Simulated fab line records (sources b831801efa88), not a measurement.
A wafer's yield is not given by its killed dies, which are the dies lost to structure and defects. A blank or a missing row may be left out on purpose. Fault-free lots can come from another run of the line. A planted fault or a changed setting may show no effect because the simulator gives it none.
The tool behind it: which one? + flow gf180mcu + 11 lots, 33 wafers sampled, at 6 steps of a route of 602

WHAT THE GAUGES SHOWED, per wafer
GF_V4_RS_MEAS_24: the measuring method here is four-point-probe.
| lot  | measured     | on           | V4_W_RS (ohm/sq)  |
|------|--------------|--------------|-------------------|
| L910 | day 24 19:51 | filmMetro-02 | 0.326 0.317 0.328 |
| L914 | day 26 09:12 | filmMetro-01 | 0.319 0.314 0.329 |
| L919 | day 28 02:18 | filmMetro-01 | 0.296 0.313 0.297 |
| L920 | day 28 08:55 | filmMetro-01 | 0.301 0.318 0.314 |
| L921 | day 28 11:57 | filmMetro-01 | 0.326 0.324 0.332 |
| L923 | day 29 05:42 | filmMetro-02 | 0.323 0.328 0.326 |
| L924 | day 29 11:22 | filmMetro-03 | 0.325 0.321 0.325 |
| L927 | day 30 05:51 | filmMetro-03 | 0.318 0.320 0.324 |
| L929 | day 30 19:54 | filmMetro-03 | 0.326 0.318 0.317 |
| L931 | day 31 05:33 | filmMetro-02 | 0.313 0.325 0.310 |
| L932 | day 31 17:35 | filmMetro-02 | 0.320 0.325 0.323 |

GF_V4_THK_MEAS_25: measures by xrf.
| lot  | measured     | on           | V4_W_THK (nm) |
|------|--------------|--------------|---------------|
| L910 | day 24 19:58 | filmMetro-02 | 353 364 351   |
| L914 | day 26 09:19 | filmMetro-01 | 365 367 349   |
| L919 | day 28 02:25 | filmMetro-01 | 390 367 386   |
| L920 | day 28 09:02 | filmMetro-01 | 384 361 367   |
| L921 | day 28 12:04 | filmMetro-01 | 353 355 348   |
| L923 | day 29 05:49 | filmMetro-02 | 354 351 352   |
| L924 | day 29 11:29 | filmMetro-03 | 350 352 346   |
| L927 | day 30 05:58 | filmMetro-03 | 357 356 350   |
| L929 | day 30 20:01 | filmMetro-03 | 350 357 358   |
| L931 | day 31 05:39 | filmMetro-02 | 372 357 374   |
| L932 | day 31 17:42 | filmMetro-02 | 362 356 360   |

WHICH TOOL RAN EACH LOT (tool, then ch and the chambers of the sampled wafers, then the start)
| lot  | GF_M4_STRIP_17                      | GF_V4_ETCH_17                                | GF_V4_SPUTTER_21            | GF_V4_CVD_23                 |
|------|-------------------------------------|----------------------------------------------|-----------------------------|------------------------------|
| L910 | plasmaAsher-04 ch 0,1, day 23 19:04 | rieDiel-04 ch 0,1,3, day 24 19:38 or earlier | pvdSputter-03, day 24 19:38 | cvdW-02 ch 0,1, day 24 19:44 |
| L914 | plasmaAsher-03 ch 0,1, day 25 09:24 | rieDiel-03 ch 0,2,3, day 26 08:58 or earlier | pvdSputter-01, day 26 08:58 | cvdW-02 ch 0,1, day 26 09:04 |
| L919 | plasmaAsher-04 ch 0,1, day 27 04:12 | rieDiel-01 ch 0,1, day 28 02:04 or earlier   | pvdSputter-03, day 28 02:04 | cvdW-02 ch 0,1, day 28 02:10 |
| L920 | plasmaAsher-01 ch 0,1, day 27 10:38 | rieDiel-03 ch 0,3, day 28 08:41 or earlier   | pvdSputter-03, day 28 08:41 | cvdW-02 ch 0,1, day 28 08:47 |
| L921 | plasmaAsher-03 ch 0,1, day 27 13:53 | rieDiel-03 ch 0,1,2, day 28 11:44 or earlier | pvdSputter-01, day 28 11:44 | cvdW-01 ch 0,1, day 28 11:50 |
| L923 | plasmaAsher-01 ch 0,1, day 28 07:54 | rieDiel-04 ch 1,3, day 29 05:29 or earlier   | pvdSputter-03, day 29 05:29 | cvdW-01 ch 0,1, day 29 05:35 |
| L924 | plasmaAsher-03 ch 0,1, day 28 14:00 | rieDiel-03 ch 0,3, day 29 11:08 or earlier   | pvdSputter-01, day 29 11:08 | cvdW-01 ch 0,1, day 29 11:14 |
| L927 | plasmaAsher-03 ch 0,1, day 29 08:39 | rieDiel-04 ch 0,3, day 30 05:38 or earlier   | pvdSputter-03, day 30 05:38 | cvdW-01 ch 0,1, day 30 05:44 |
| L929 | plasmaAsher-04 ch 1, day 29 23:37   | rieDiel-03 ch 1,2, day 30 19:40 or earlier   | pvdSputter-03, day 30 19:40 | cvdW-01 ch 0,1, day 30 19:46 |
| L931 | plasmaAsher-04 ch 0,1, day 30 09:50 | rieDiel-03 ch 0,2,3, day 31 05:18 or earlier | pvdSputter-02, day 31 05:18 | cvdW-02 ch 0,1, day 31 05:26 |
| L932 | plasmaAsher-03 ch 0,1, day 30 21:24 | rieDiel-03 ch 1,2, day 31 17:22 or earlier   | pvdSputter-03, day 31 17:22 | cvdW-01 ch 0,1, day 31 17:28 |
- GF_M4_STRIP_17: strips in O2/N2.
- GF_V4_ETCH_17: etches SiO2 in C4F8/O2/Ar, stops on TiN, target depth 630 nm.
- GF_V4_SPUTTER_21: material Ti, target thk 15 nm, time 80.02 s.
- GF_V4_CVD_23: deposits W, target thk 350 nm, time 104.9 s.

AS READ BY THE TOOLS THEMSELVES (means over the sampled wafers that have a number; for cases with no such wafer, the mark the record gives instead)
GF_M4_STRIP_17.
| lot  | tool           | drypumpMotorCurrentA (A) | heaterPowerW (W) | oesProductAu (a.u.) | stripTimeToEndpointS (s) |
|------|----------------|--------------------------|------------------|---------------------|--------------------------|
| L910 | plasmaAsher-04 | 5.5                      | 327              | 0.558               | 7.88                     |
| L914 | plasmaAsher-03 | 6.5                      | 350              | 0.564               | 7.95                     |
| L919 | plasmaAsher-04 | 5.9                      | 329              | 0.561               | 7.97                     |
| L920 | plasmaAsher-01 | 5.9                      | 315              | 0.558               | 7.85                     |
| L921 | plasmaAsher-03 | 6.3                      | 300              | 0.554               | 7.83                     |
| L923 | plasmaAsher-01 | 5.9                      | 314              | 0.555               | 7.85                     |
| L924 | plasmaAsher-03 | 6.5                      | 345              | 0.559               | 7.85                     |
| L927 | plasmaAsher-03 | 6.5                      | 351              | 0.560               | 7.94                     |
| L929 | plasmaAsher-04 | 6.2                      | 335              | 0.559               | 7.87                     |
| L931 | plasmaAsher-04 | 5.5                      | 328              | 0.553               | 7.78                     |
| L932 | plasmaAsher-03 | 6.5                      | 343              | 0.560               | 7.89                     |

GF_V4_ETCH_17.
| lot  | tool       | oesProductAu (a.u.) |
|------|------------|---------------------|
| L910 | rieDiel-04 | 0.859               |
| L914 | rieDiel-03 | 0.850               |
| L919 | rieDiel-01 | 0.861               |
| L920 | rieDiel-03 | 0.851               |
| L921 | rieDiel-03 | 0.853               |
| L923 | rieDiel-04 | 0.850               |
| L924 | rieDiel-03 | 0.854               |
| L927 | rieDiel-04 | 0.855               |
| L929 | rieDiel-03 | 0.852               |
| L931 | rieDiel-03 | 0.861               |
| L932 | rieDiel-03 | 0.857               |

GF_V4_SPUTTER_21.
| lot  | tool          | throttleValvePct (%) |
|------|---------------|----------------------|
| L910 | pvdSputter-03 | 29.5                 |
| L914 | pvdSputter-01 | 30.6                 |
| L919 | pvdSputter-03 | 29.7                 |
| L920 | pvdSputter-03 | 29.7                 |
| L921 | pvdSputter-01 | 30.3                 |
| L923 | pvdSputter-03 | 29.9                 |
| L924 | pvdSputter-01 | 30.6                 |
| L927 | pvdSputter-03 | 29.9                 |
| L929 | pvdSputter-03 | 29.4                 |
| L931 | pvdSputter-02 | 29.6                 |
| L932 | pvdSputter-03 | 29.6                 |

GF_V4_CVD_23.
| lot  | tool    | chamberPressureTorr (Torr) | heaterPowerW (W) |
|------|---------|----------------------------|------------------|
| L910 | cvdW-02 | 40.10                      | 930              |
| L914 | cvdW-02 | 39.91                      | 919              |
| L919 | cvdW-02 | 44.70                      | 920              |
| L920 | cvdW-02 | 42.38                      | 920              |
| L921 | cvdW-01 | 40.00                      | 827              |
| L923 | cvdW-01 | 39.89                      | 816              |
| L924 | cvdW-01 | 39.96                      | 917              |
| L927 | cvdW-01 | 40.09                      | 817              |
| L929 | cvdW-01 | 39.93                      | 914              |
| L931 | cvdW-02 | 39.93                      | 923              |
| L932 | cvdW-01 | 39.91                      | 800              |

THE ANSWER, worked out from the rows above alone
Rule: the lots themselves supply what counts as usual. Put in order of their means at a reading, lots are off if they are a third of the lots or fewer, leave a main group of 4 or more, and stand apart from it by a gap of 3 or more times the standard deviation of the main group's means; of several such gaps the widest counts. A main group is skipped when, at the precision printed for the reading in the tables above, its means are all equal. A lot without any number at a reading at which 4 lots or more have one is off too. Any other lot the step has rows for is counted as sound. The gauges are gone through in route order, then the tools' own readings, and for those a lot's mean is taken as printed above. At the first step where some lot is off, the reading lying furthest off is the one used; lots without a number count as furthest.
Off, at GF_V4_CVD_23 on chamberPressureTorr: L919, L920. Mean 39.97 Torr and standard deviation 0.074 in the main group.
If a tool, at that step or one of the process steps before it, ran each lot that is off and ran no sound lot following the first of them, it fits. GF_V4_ETCH_17 gives no start for some lots, so the hours and the order of its lots are those of GF_V4_SPUTTER_21. Of those tried, none fits.

WHAT THE SIMULATOR PUT IN
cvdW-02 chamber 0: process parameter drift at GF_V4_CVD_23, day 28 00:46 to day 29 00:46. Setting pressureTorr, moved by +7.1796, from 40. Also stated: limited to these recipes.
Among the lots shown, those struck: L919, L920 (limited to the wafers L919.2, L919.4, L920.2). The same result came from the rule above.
